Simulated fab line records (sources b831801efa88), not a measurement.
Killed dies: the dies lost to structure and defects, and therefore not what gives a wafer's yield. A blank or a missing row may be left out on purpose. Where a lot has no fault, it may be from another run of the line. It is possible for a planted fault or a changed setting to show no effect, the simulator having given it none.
Comparing a struck lot with a sound one | flow sfq_line | 14 steps out of a route of 325
Sound: wafers L283.1, L283.2, L283.6. Struck: wafers L287.3, L287.5 (left out: L287.1, a lot-mate that was not struck); the cause follows at the end.
Order at every step that has rows: each side's tool, ch and its chambers, its first start. Under that, the readings that differ: sound wafers | struck wafers | difference of the means | sigmas: that difference in standard deviations of wafers without a fault.
alike: readings whose means differ by less than 2 such deviations, and words and numbers that are the same on both sides. not compared: withheld readings, readings that some wafer has no value for, bounds like >300 that may hide the same value, and numbers for which the record gives no deviation and whose values overlap.
The two part at a step that has a row with sigmas, a row that says differs or no value, or rows on one side only. Numbers that don't overlap but have no deviation are shown without sigmas and don't part them. A reading that every wafer of one side lacks parts them only if that side has two wafers or more.

first, 6 steps without rows for these wafers: SFQ_TRILAYER_M0_LITHO_COAT_026 (resist thk 62 nm); SFQ_TRILAYER_M0_LITHO_COAT_021 (resist thk 600 nm); SFQ_TRILAYER_M0_LITHO_SOFTBAKE_025; SFQ_TRILAYER_M0_LITHO_EXPOSE_022 (exposes mask M0, target cd 500 nm); SFQ_TRILAYER_M0_LITHO_PEB_024 (peb time 60 s); SFQ_TRILAYER_M0_LITHO_DEVELOP_023 (time 60 s).
SFQ_M0_OVL_MEAS_906:
  struck on overlay-01, day 14 04:09; sound on overlay-01, day 12 17:59
  alike: M0_OVL
SFQ_TRILAYER_M0_BARC_OPEN_METAL_ETCH_031: etches BARC in O2, target depth 125 nm, time 41.7 s.
  sound on rie_metal-02 ch 0,1, day 12 18:01; struck on rie_metal-03 ch 0, day 14 04:11
  alike: drypump_motor_current_A, oes_product_au
  not compared: rf_hours_counter_h
SFQ_TRILAYER_M0_ETCH_METAL_ETCH_024: etches Nb in Cl2/Ar, stops on SiO2, target depth 240 nm, time 120 s.
  sound on rie_metal-02 ch 0,1, day 12 18:04; struck on rie_metal-03 ch 0, day 14 04:14
  alike: drypump_motor_current_A, oes_product_au
  not compared: rf_hours_counter_h
SFQ_TRILAYER_M0_STRIP_STRIP_025: strips in O2.
  sound on rie_metal-02 ch 0,1, day 12 18:12; struck on rie_metal-03 ch 0, day 14 04:22
  alike: drypump_motor_current_A, oes_product_au
  not compared: rf_hours_counter_h
then, 1 step without rows for these wafers: SFQ_TRILAYER_M0_STRIP_SOLV_CLEAN_026 (cleans in NMP, time 600 s).
SFQ_TRILAYER_I0_DEP_PECVD_027: deposits SiO2 from SiH4/N2O, time 111.11 s, target thk 500 nm.
  sound on pecvd-03 ch 1,2, day 12 18:58; struck on pecvd-04 ch 0,2, day 14 05:08
  alike: heater_power_w, throttle_valve_pct
SFQ_TRILAYER_I0_CMP_CMP_028: polishes SiO2.
  sound on cmp-01 ch 0,2, day 12 21:18; struck on cmp-01 ch 0, day 14 07:34
  reading          | sound             | struck      | difference | sigmas
  platen_rpm (rpm) | 59.96 60.14 60.03 | 66.01 65.95 | +5.94      | +99 or more
  alike: motor_current_A, time_to_endpoint_s
SFQ_I0_BOW_MEAS_907:
  struck on film_metro-02, day 14 10:34; sound on film_metro-01, day 12 23:48
  alike: I0_BOW

## WHERE THEY PART
Only at SFQ_TRILAYER_I0_CMP_CMP_028, as far as this record shows. Later steps at which nothing parts them and some readings are alike: SFQ_I0_BOW_MEAS_907.

WHY: the cause the simulator had injected
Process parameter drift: cmp-01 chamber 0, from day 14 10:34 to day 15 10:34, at SFQ_TRILAYER_I0_CMP_CMP_028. From 60, the setting platen_rpm moved by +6. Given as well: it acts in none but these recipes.
